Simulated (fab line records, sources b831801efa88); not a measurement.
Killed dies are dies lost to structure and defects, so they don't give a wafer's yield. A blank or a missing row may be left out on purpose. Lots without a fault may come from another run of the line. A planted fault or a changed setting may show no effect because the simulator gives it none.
Chamber matching | flow sky130 | SKY_POLY_GATE_ETCH_17 on rie_si-02: 4 sister chambers
The step etches poly-Si in HBr/Cl2, stops on SiO2, target depth 180 nm, time 70.5 s. 8 wafers are shown with their chamber, then 11 later ones without.

WAFERS WITH THEIR CHAMBER
wafer  | chamber | drypump_motor_current_A (A) | oes_product_au (a.u.)
L076.5 | 0       | 5.9                         | 0.991
L083.5 | 2       | 6.5                         | 0.982
L086.1 | 1       | 6.6                         | 0.982
L086.5 | 1       | 6.6                         | 0.986
L088.2 | 3       | 6.2                         | 0.983
L088.3 | 0       | 5.9                         | 1.001
L088.5 | 2       | 6.4                         | 0.987
L089.2 | 3       | 6.3                         | 0.981

WAFERS WITHOUT THEIR CHAMBER
wafer  | drypump_motor_current_A (A) | oes_product_au (a.u.)
L089.3 | 6.5                         | 0.990
L089.5 | 6.5                         | 0.982
L092.3 | 6.5                         | 0.990
L092.4 | 6.5                         | 0.998
L092.6 | 5.9                         | 0.995
L094.1 | 5.9                         | 0.987
L094.2 | 6.2                         | 0.977
L094.6 | 6.5                         | 0.978
L096.1 | 6.2                         | 0.975
L096.3 | 5.9                         | 0.984
L096.6 | 5.9                         | 0.988

WHICH CHAMBER EACH WENT THROUGH
wafer  | from the rows above     | in truth
L089.3 | can't be placed: 2 or 1 | 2
L089.5 | can't be placed: 2 or 1 | 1
L092.3 | can't be placed: 2 or 1 | 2
L092.4 | can't be placed: 2 or 1 | 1
L092.6 | 0                       | 0
L094.1 | 0                       | 0
L094.2 | 3                       | 3
L094.6 | can't be placed: 2 or 1 | 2
L096.1 | 3                       | 3
L096.3 | 0                       | 0
L096.6 | 0                       | 0
Placed correctly: 6 of 11. Can't be placed from these rows: 5 (the true chamber is among the candidates in 5). Placed wrongly: 0.
How it was worked out, from the rows above alone: a wafer's distance from a chamber is the root of the sum, over the readings, of the square of ((its reading less the chamber's mean) divided by the reading's scatter). The wafer belongs to the nearest chamber; if the next one is less than 2 further off, it can't be placed. A chamber's mean is the mean of its shown wafers. The scatter: the root of (the sum of the squares of (reading less its chamber's mean) over the shown wafers, divided by (wafers less chambers)).
